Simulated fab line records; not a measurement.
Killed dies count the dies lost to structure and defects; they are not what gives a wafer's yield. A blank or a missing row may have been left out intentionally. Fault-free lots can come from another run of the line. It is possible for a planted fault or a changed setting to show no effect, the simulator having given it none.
fab line records | flow sky130
record lots=14 | wafers=40 | last_day=50
route steps=708 shown VIA1@473 METAL2@483
lots that met no fault: from a run of the same line without faults
start_h: the number of hours between the record's first day and the start of the first shown wafer of the lot | wait_h: time in hours since the lot's previous step | " repeats the value in the row above | L1.1+2: a single row standing in for several wafers | - value missing, or start not given | * or withheld: withheld | < > ~ a bound
route shown NAME@n: NAME is a module with steps in the file, n the number in the route of the first one | usual: mean/standard deviation of fault-free wafers | same: alike in all rows | chamber/n: place in a boat | sites: per-site readings | _std_site: how widely they spread, as a standard deviation | _edge_site: the outer-site mean with the inner-site mean subtracted | radius_mm: how far each site lies from the wafer's centre | mask NAME#n: copy n | behind: the last tool/chamber to shape the wafer | hold: why the lot was held/for how many hours/how that ended | device: transistor that didn't switch, given as n, p or np | end of line: at the end of the route, the tests of the same wafers | a step without rows: its recipe alone | killed: not the wafer's yield, but the dies lost to structure and defects at the first sort | map: per-die view of a wafer (x killed, . not killed, _ where there is no die)
set.NAME: the setting the step ran with; set.NAME@STEP: the setting that earlier step ran with | model.NAME: the simulator's own value behind a step, which no gauge read
steps of the route over a sample of lots; a table a step, a row a wafer
services: when a tool's chamber went out of use (start_h, in hours from the record's first day, below 0 if earlier), for how many hours, and the reason
## steps
# step SKY_VIA1_ETCH_15
# recipe target=SiO2 | chemistry=C4F8/O2/Ar | target_depth_nm=351 | stop_on=TiN | mask_material=KrF-thick | source_w=1500 | bias_w=1200 | pressure_mtorr=40 | c4f8_flow_sccm=withheld | O2_flow_sccm=6 | Ar_flow_sccm=300 | time_s=54
# usual oes_product_au=0.981/0.0074
# same time_s=54
lot.wafer | tool        | chamber | start_h | wait_h | oes_product_au | rf_hours_counter_h
L372.1    | rie_diel-01 | 0       | 805.02  | 0.0    | 0.974          | 17
L372.5    | "           | 0       | "       | "      | 0.964          | -
L372.6    | "           | 3       | "       | "      | 0.968          | -
L373.3    | rie_diel-02 | 2       | 807.37  | 0.0    | 0.977          | 5
L373.4    | "           | 0       | "       | "      | 0.983          | 27
L373.5    | "           | 1       | "       | "      | 0.983          | -
L371.2    | rie_diel-02 | 2       | 809.22  | 0.0    | 0.985          | 5
L371.3    | "           | 1       | "       | "      | 0.987          | 19
L371.6    | "           | 2       | "       | "      | 0.977          | -
L376.1    | rie_diel-04 | 0       | 832.33  | 0.0    | 0.981          | 12
L376.2    | "           | 1       | "       | "      | 0.985          | 18
L376.3    | "           | 2       | "       | "      | 0.973          | 10
L374.1    | rie_diel-02 | 0       | 833.17  | 0.0    | 0.987          | 27
L374.3    | "           | 1       | "       | "      | 0.983          | 20
L374.6    | "           | 0       | "       | "      | 0.989          | -
L375.1    | rie_diel-01 | 2       | 834.88  | 0.0    | 0.982          | 15
L375.4    | "           | 1       | "       | "      | 0.981          | 16
L375.6    | "           | 0       | "       | "      | 0.971          | -
L377.1    | rie_diel-04 | 0       | 864.27  | 0.0    | 0.984          | 12
L377.3    | "           | 1       | "       | "      | 0.974          | 19
L377.6    | "           | 2       | "       | "      | 0.976          | -
L381.1    | rie_diel-04 | 0       | 890.12  | 0.0    | 0.920          | 13
L381.6    | "           | 3       | "       | "      | 0.987          | -
L383.1    | rie_diel-04 | 3       | 891.17  | 0.0    | 0.885          | 11
L383.6    | "           | 3       | "       | "      | 0.978          | -
L386.3    | rie_diel-02 | 0       | 916.32  | 0.0    | 0.970          | 1
L386.5    | "           | 1       | "       | "      | 0.992          | -
L386.6    | "           | 2       | "       | "      | 0.983          | -
L388.1    | rie_diel-01 | 3       | 923.67  | 0.0    | 0.977          | 5
L388.2    | "           | 0       | "       | "      | 0.972          | 21
L388.4    | "           | 2       | "       | "      | 0.981          | 18
L392.2    | rie_diel-02 | 3       | 951.81  | 0.0    | 0.984          | 10
L392.3    | "           | 2       | "       | "      | 0.972          | 10
L392.6    | "           | 3       | "       | "      | 0.985          | -
L394.1    | rie_diel-04 | 1       | 957.57  | 0.0    | 0.989          | 1
L394.4    | "           | 1       | "       | "      | 0.984          | -
L394.6    | "           | 3       | "       | "      | 0.985          | -
L393.3    | rie_diel-01 | 0       | 959.72  | 0.0    | 0.980          | 22
L393.4    | "           | 3       | "       | "      | 0.970          | 6
L393.5    | "           | 2       | "       | "      | 0.980          | -
# step SKY_VIA1_STRIP_16
# recipe chemistry=O2/N2 | power_w=1400 | pressure_mtorr=1500 | platen_temp_c=withheld | o2_flow_sccm=3000 | n2_flow_sccm=300 | overash_fraction=0.5
# usual drypump_motor_current_A=5.8/0.47 | oes_product_au=0.416/0.0045 | strip_time_to_endpoint_s=4.45/0.031
lot.wafer | tool            | chamber | start_h | wait_h | drypump_motor_current_A | oes_product_au | rf_hours_counter_h | strip_time_to_endpoint_s
L372.1    | plasma_asher-02 | 0       | 805.06  | 0.0    | 5.3                     | 0.408          | 7                  | 4.50
L372.5    | "               | 1       | "       | "      | 5.5                     | 0.418          | -                  | 4.48
L372.6    | "               | 0       | "       | "      | 5.3                     | 0.415          | -                  | 4.49
L373.3    | plasma_asher-02 | 0       | 807.45  | 0.1    | 5.4                     | 0.417          | -                  | 4.48
L373.4    | "               | 1       | "       | "      | 5.5                     | 0.412          | -                  | 4.43
L373.5    | "               | 0       | "       | "      | 5.4                     | 0.414          | -                  | 4.43
L371.2    | plasma_asher-03 | 1       | 809.26  | 0.0    | 5.6                     | 0.416          | 34                 | 4.44
L371.3    | "               | 1       | "       | "      | 5.6                     | 0.412          | -                  | 4.40
L371.6    | "               | 1       | "       | "      | 5.6                     | 0.417          | -                  | 4.48
L376.1    | plasma_asher-04 | 1       | 832.37  | 0.0    | 5.4                     | 0.423          | 66                 | 4.39
L376.2    | "               | 0       | "       | "      | 6.6                     | 0.412          | 66                 | 4.44
L376.3    | "               | 0       | "       | "      | 6.6                     | 0.424          | -                  | 4.49
L374.1    | plasma_asher-03 | 1       | 833.21  | 0.0    | 5.7                     | 0.414          | 36                 | 4.44
L374.3    | "               | 0       | "       | "      | 6.1                     | 0.415          | -                  | 4.40
L374.6    | "               | 1       | "       | "      | 5.7                     | 0.412          | -                  | 4.43
L375.1    | plasma_asher-02 | 0       | 834.92  | 0.0    | 5.4                     | 0.403          | 10                 | 4.41
L375.4    | "               | 0       | "       | "      | 5.3                     | 0.417          | -                  | 4.47
L375.6    | "               | 0       | "       | "      | 5.3                     | 0.418          | -                  | 4.45
L377.1    | plasma_asher-03 | 0       | 864.31  | 0.0    | 6.0                     | 0.424          | 39                 | 4.42
L377.3    | "               | 1       | "       | "      | 5.6                     | 0.414          | -                  | 4.47
L377.6    | "               | 0       | "       | "      | 6.0                     | 0.416          | -                  | 4.46
L381.1    | plasma_asher-03 | 1       | 890.16  | 0.0    | 5.6                     | 0.420          | 40                 | 4.51
L381.6    | "               | 1       | "       | "      | 5.6                     | 0.413          | -                  | 4.45
L383.1    | plasma_asher-04 | 0       | 891.21  | 0.0    | 6.6                     | 0.416          | 73                 | 4.60
L383.6    | "               | 0       | "       | "      | 6.6                     | 0.414          | -                  | 4.46
L386.3    | plasma_asher-04 | 0       | 916.40  | 0.1    | 6.6                     | 0.422          | -                  | 4.47
L386.5    | "               | 0       | "       | "      | 6.6                     | 0.412          | -                  | 4.44
L386.6    | "               | 1       | "       | "      | 5.4                     | 0.416          | -                  | 4.48
L388.1    | plasma_asher-02 | 0       | 923.72  | 0.0    | 5.3                     | 0.420          | 19                 | 4.45
L388.2    | "               | 1       | "       | "      | 5.5                     | 0.413          | 19                 | 4.47
L388.4    | "               | 0       | "       | "      | 5.3                     | 0.413          | -                  | 4.43
L392.2    | plasma_asher-03 | 0       | 951.85  | 0.0    | 6.0                     | 0.420          | 47                 | 4.48
L392.3    | "               | 1       | "       | "      | 5.6                     | 0.414          | -                  | 4.52
L392.6    | "               | 1       | "       | "      | 5.6                     | 0.411          | -                  | 4.48
L394.1    | plasma_asher-03 | 1       | 957.62  | 0.0    | 5.7                     | 0.411          | 47                 | 4.40
L394.4    | "               | 0       | "       | "      | 6.0                     | 0.413          | -                  | 4.41
L394.6    | "               | 0       | "       | "      | 6.0                     | 0.415          | -                  | 4.42
L393.3    | plasma_asher-04 | 1       | 959.80  | 0.1    | 5.4                     | 0.414          | -                  | 4.48
L393.4    | "               | 0       | "       | "      | 6.6                     | 0.413          | -                  | 4.48
L393.5    | "               | 0       | "       | "      | 6.6                     | 0.410          | -                  | 4.41
# step SKY_METAL2_SPUTTER_00
# recipe material=Ti | target_thk_nm=15 | power_w=3000 | time_s=10 | chamber_pressure_pa=0.4
# usual throttle_valve_pct=29.9/1
# same time_s=10
lot.wafer | tool           | chamber | start_h | wait_h | throttle_valve_pct
L372.1    | pvd_sputter-01 | -       | 806.29  | 0.2    | 28.9
L372.5    | "              | -       | "       | "      | 30.4
L372.6    | "              | -       | "       | "      | 30.4
L373.3    | pvd_sputter-04 | -       | 809.02  | 0.1    | 30.3
L373.4    | "              | -       | "       | "      | 30.7
L373.5    | "              | -       | "       | "      | 30.2
L371.2    | pvd_sputter-04 | -       | 810.49  | 0.1    | 30.7
L371.3    | "              | -       | "       | "      | 28.8
L371.6    | "              | -       | "       | "      | 30.7
L376.1    | pvd_sputter-01 | -       | 833.60  | 0.2    | 30.5
L376.2    | "              | -       | "       | "      | 30.2
L376.3    | "              | -       | "       | "      | 27.9
L374.1    | pvd_sputter-02 | -       | 834.44  | 0.2    | 30.9
L374.3    | "              | -       | "       | "      | 32.5
L374.6    | "              | -       | "       | "      | 29.1
L375.1    | pvd_sputter-01 | -       | 836.15  | 0.1    | 30.2
L375.4    | "              | -       | "       | "      | 28.6
L375.6    | "              | -       | "       | "      | 30.4
L377.1    | pvd_sputter-04 | -       | 865.58  | 0.2    | 30.4
L377.3    | "              | -       | "       | "      | 29.1
L377.6    | "              | -       | "       | "      | 30.9
L381.6    | pvd_sputter-04 | -       | 891.45  | 0.1    | 30.6
L383.6    | pvd_sputter-04 | -       | 892.46  | 0.0    | 30.9
L386.3    | pvd_sputter-01 | -       | 917.59  | 0.1    | 29.0
L386.5    | "              | -       | "       | "      | 30.3
L386.6    | "              | -       | "       | "      | 30.5
L388.1    | pvd_sputter-02 | -       | 924.94  | 0.2    | 32.2
L388.2    | "              | -       | "       | "      | 30.9
L388.4    | "              | -       | "       | "      | 28.7
L392.2    | pvd_sputter-04 | -       | 953.11  | 0.2    | 30.8
L392.3    | "              | -       | "       | "      | 29.8
L392.6    | "              | -       | "       | "      | 30.0
L394.1    | pvd_sputter-01 | -       | 958.84  | 0.1    | 30.2
L394.4    | "              | -       | "       | "      | 30.3
L394.6    | "              | -       | "       | "      | 28.9
L393.3    | pvd_sputter-04 | -       | 960.99  | 0.2    | 29.2
L393.4    | "              | -       | "       | "      | 30.8
L393.5    | "              | -       | "       | "      | 29.3
# step SKY_METAL2_SPUTTER_01
# recipe material=TiN | target_thk_nm=20 | power_w=6500 | time_s=16.7 | chamber_pressure_pa=0.4
# usual throttle_valve_pct=29.9/1
# same time_s=16.7
lot.wafer | tool           | chamber | start_h | wait_h | throttle_valve_pct
L372.1    | pvd_sputter-01 | -       | 806.32  | 0.0    | 28.8
L372.5    | "              | -       | "       | "      | 30.7
L372.6    | "              | -       | "       | "      | 30.5
L373.3    | pvd_sputter-04 | -       | 809.04  | 0.0    | 30.1
L373.4    | "              | -       | "       | "      | 30.7
L373.5    | "              | -       | "       | "      | 30.1
L371.2    | pvd_sputter-04 | -       | 810.51  | 0.0    | 30.8
L371.3    | "              | -       | "       | "      | 29.4
L371.6    | "              | -       | "       | "      | 30.6
L376.1    | pvd_sputter-01 | -       | 833.63  | 0.0    | 30.4
L376.2    | "              | -       | "       | "      | 30.3
L376.3    | "              | -       | "       | "      | 27.9
L374.1    | pvd_sputter-02 | -       | 834.47  | 0.0    | 30.7
L374.3    | "              | -       | "       | "      | 32.1
L374.6    | "              | -       | "       | "      | 29.0
L375.1    | pvd_sputter-01 | -       | 836.17  | 0.0    | 30.4
L375.4    | "              | -       | "       | "      | 29.2
L375.6    | "              | -       | "       | "      | 30.5
L377.1    | pvd_sputter-04 | -       | 865.60  | 0.0    | 30.6
L377.3    | "              | -       | "       | "      | 28.9
L377.6    | "              | -       | "       | "      | 30.8
L381.6    | pvd_sputter-04 | -       | 891.47  | 0.0    | 30.5
L383.6    | pvd_sputter-04 | -       | 892.48  | 0.0    | 30.5
L386.3    | pvd_sputter-01 | -       | 917.61  | 0.0    | 28.6
L386.5    | "              | -       | "       | "      | 30.1
L386.6    | "              | -       | "       | "      | 30.3
L388.1    | pvd_sputter-02 | -       | 924.97  | 0.0    | 32.3
L388.2    | "              | -       | "       | "      | 30.9
L388.4    | "              | -       | "       | "      | 28.6
L392.2    | pvd_sputter-04 | -       | 953.13  | 0.0    | 30.7
L392.3    | "              | -       | "       | "      | 29.9
L392.6    | "              | -       | "       | "      | 30.2
L394.1    | pvd_sputter-01 | -       | 958.86  | 0.0    | 30.2
L394.4    | "              | -       | "       | "      | 30.3
L394.6    | "              | -       | "       | "      | 28.6
L393.3    | pvd_sputter-04 | -       | 961.01  | 0.0    | 29.2
L393.4    | "              | -       | "       | "      | 30.3
L393.5    | "              | -       | "       | "      | 29.0
## services
tool            | chamber | start_h | hours | kind
rie_diel-02     | 0       | 791.03  | 5.7   | repair
rie_diel-01     | 0       | 811.03  | 12.7  | repair
plasma_asher-03 | -       | 857.92  | 4.0   | repair
rie_diel-02     | 0       | 860.10  | -     | clean
rie_diel-02     | 0       | 860.10  | 26.4  | scheduled_down
rie_diel-02     | 0       | 860.10  | 26.4  | vent_cycle
pvd_sputter-01  | -       | 868.54  | 2.8   | repair
rie_diel-04     | 2       | 874.25  | 1.2   | repair
plasma_asher-03 | -       | 874.41  | 15.6  | pm
rie_diel-02     | -       | 881.93  | 0.7   | repair
rie_diel-04     | 1       | 902.94  | -     | clean
rie_diel-04     | 1       | 902.94  | 15.4  | scheduled_down
rie_diel-04     | 1       | 902.94  | 15.4  | vent_cycle
plasma_asher-02 | -       | 907.00  | 2.8   | pm
rie_diel-02     | -       | 922.35  | 15.6  | pm
pvd_sputter-04  | -       | 925.24  | 1.1   | repair
plasma_asher-02 | -       | 932.49  | 1.5   | repair
plasma_asher-02 | -       | 937.08  | 7.5   | repair
plasma_asher-04 | -       | 937.61  | 0.4   | repair
plasma_asher-04 | -       | 948.53  | 1.4   | repair
## key
first_sign step=SKY_VIA1_ETCH_15 | reading=oes_product_au | direction=down | sigmas=11 | usual=0.981 | struck=0.902
effect step=SKY_VIA1_STRIP_16 | reading=strip_time_to_endpoint_s | direction=up | sigmas=3.4 | usual=* | struck=*
effect step=SKY_METAL2_SPUTTER_00 | reading=visit | direction=missing
effect step=SKY_METAL2_SPUTTER_01 | reading=visit | direction=missing
met_at SKY_VIA1_ETCH_15
struck_lots L381,L383
struck_wafers L381.1,L383.1
later_rows_left_out L381.1,L383.1
sort_left_out L381.1,L383.1
onset_between 864.27 890.12
fault kind=process_parameter_drift | tool=rie_diel-04 | chamber=- | onset_h=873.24 | steps=SKY_VIA1_ETCH_15 | channel=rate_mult | offset=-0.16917 | shape=step | end_h=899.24 | scope=struck_wafers_only
# sort_left_out: the simulated sort isn't trusted on such a fault, so these wafers' sort isn't shown, and their yield isn't known
# later_rows_left_out: the simulator's readings of these wafers behind a module that went badly wrong aren't trusted and aren't shown, but for the sort
